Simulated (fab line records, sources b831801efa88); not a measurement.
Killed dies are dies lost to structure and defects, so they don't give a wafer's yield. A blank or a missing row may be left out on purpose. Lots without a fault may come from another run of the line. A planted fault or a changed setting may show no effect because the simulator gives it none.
A struck lot beside a sound one | flow sky130 | 17 steps out of a route of 708
Sound: wafers L410.1, L410.2, L410.4. Struck: wafers L412.3, L412.5, L412.6. The cause comes at the end.
At each step with rows: each side's tool, then ch and its chambers, then its first start. Under that, the readings that differ: sound wafers | struck wafers | difference of the means | sigmas: that difference in standard deviations of wafers without a fault.
alike: readings whose means differ by less than 2 such deviations, and words and numbers that are the same on both sides. not compared: withheld readings, readings that some wafer has no value for, bounds like >300 that may hide the same value, and numbers for which the record gives no deviation and whose values overlap.
The two part at a step that has a row with sigmas, a row that says differs or no value, or rows on one side only. Numbers that don't overlap but have no deviation are shown without sigmas and don't part them. A reading that every wafer of one side lacks parts them only if that side has two wafers or more.

first, 1 step without rows for these wafers: SKY_VT_ADJUST_NCORE_IMPLANT_09.
SKY_VT_ADJUST_NCORE_STRIP_10: strips in O2/N2.
  sound on plasma_asher-03 ch 0,1, day 12 13:34; struck on plasma_asher-04 ch 0,1, day 12 23:30
  alike: drypump_motor_current_A, n2_flow_sccm, oes_product_au, strip_time_to_endpoint_s
  not compared: rf_hours_counter_h
SKY_VT_ADJUST_NCORE_TW_MEAS_11:
  sound on film_metro-04, day 12 13:40; struck on film_metro-03, day 12 23:35
  alike: VT_ADJUST_NCORE_TW
then, 7 steps without rows for these wafers: SKY_VT_ADJUST_HVTR_DEHYDRATE_00 (time 60 s); SKY_VT_ADJUST_HVTR_HMDS_01 (prime time 60 s); SKY_VT_ADJUST_HVTR_COAT_02 (resist thk 1140 nm); SKY_VT_ADJUST_HVTR_SOFTBAKE_03 (time 60 s); SKY_VT_ADJUST_HVTR_EXPOSE_04 (exposes mask HVTRM, target cd 380 nm); SKY_VT_ADJUST_HVTR_PEB_05; SKY_VT_ADJUST_HVTR_DEVELOP_06 (develop time 60 s).
SKY_VT_ADJUST_HVTR_CD_MEAS_07: target cd 380 nm.
  sound on cd_sem-02, day 13 14:23; struck on cd_sem-02, day 14 00:45
  alike: cd_nm
SKY_VT_ADJUST_HVTR_OVL_MEAS_08:
  sound on overlay-02, day 13 14:30; struck on overlay-01, day 14 00:50
  alike: VT_ADJUST_HVTR_OVL
SKY_VT_ADJUST_HVTR_IMPLANT_09:
  sound on implanter-04 ch 0, day 13 14:32; struck on implanter-04 ch 0, day 14 00:55
  reading            | sound                           | struck                        | difference | sigmas
  dose_ions_cm2      | 2.099e+12 2.1004e+12 2.0997e+12 | 5.936e+11 5.913e+11 5.939e+11 | -1.507e+12 | -99 or more
  faraday_current_uA | 11.84 12.38 11.64               | 3.39 3.27 3.27                | -8.64      | -35
  alike: end_station_pressure_torr
SKY_VT_ADJUST_HVTR_STRIP_10: strips in O2/N2.
  sound on plasma_asher-04 ch 0,1, day 13 14:41; struck on plasma_asher-03 ch 0,1, day 14 01:03
  alike: drypump_motor_current_A, n2_flow_sccm, oes_product_au, strip_time_to_endpoint_s
  not compared: rf_hours_counter_h
SKY_VT_ADJUST_HVTR_TW_MEAS_11:
  sound on film_metro-03, day 13 14:47; struck on film_metro-03, day 14 01:08
  reading           | sound             | struck            | difference | sigmas
  VT_ADJUST_HVTR_TW | 207.7 206.8 207.5 | 147.3 147.7 146.9 | -60.0      | -50
then, 1 step without rows for these wafers: SKY_VT_ADJUST_PCH_DEHYDRATE_00 (time 60 s).
-- the record jumps here: 36 days lie between the struck wafers' starts before and after (it left off in module VT_ADJUST_PCH and takes up again in module PAD_OPEN, whose first step shown is number 708 of the route) --
SKY_PAD_OPEN_PROBE_99:
  sound on prober-01, day 49 04:50; struck on prober-02, day 49 13:53
  reading                                   | sound                   | struck                  | difference | sigmas
  model.etest.pfet_01v8_mvt.drive_ua_um     | 151.6 147.3 152.1       | 126 125.7 129           | -23        |
  model.etest.pfet_01v8_mvt.off_log10_a_um  | -10.6 -10.83 -10.57     | -12.65 -12.5 -12.9      | -2.02      |
  model.etest.pfet_01v8_mvt.vt_sat_v (V)    | -0.5626 -0.572 -0.5499  | -0.7603 -0.7624 -0.7572 | -0.1985    |
  model.etest.pfet_01v8_mvt.vt_v (V)        | -0.6525 -0.6593 -0.6439 | -0.8125 -0.8183 -0.8113 | -0.1621    |
  model.etest.pfet_01v8_mvt.vt_long_v (V)   | -0.8639 -0.8696 -0.8585 | -1.004 -1.008 -1.007    | -0.142     |
  model.etest.pfet_01v8_mvt.body_rise_v (V) | -0.1883 -0.1901 -0.1895 | -0.1862 -0.1873 -0.187  | +0.0025    |
  alike: killed_at_M0_to_M3, killed_at_M4_up, killed_at_contacts, killed_at_front_end, killed_at_other, killed_dies, killed_open, killed_short

WHERE THEY PART
First at SKY_VT_ADJUST_HVTR_IMPLANT_09; last, within this record, at SKY_VT_ADJUST_HVTR_TW_MEAS_11. Later steps at which nothing parts them and some readings are alike: SKY_PAD_OPEN_PROBE_99.

WHY: what the simulator had put in
Process parameter drift: implanter-04, from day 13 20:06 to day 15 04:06, at SKY_VT_ADJUST_HVTR_IMPLANT_09. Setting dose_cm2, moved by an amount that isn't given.
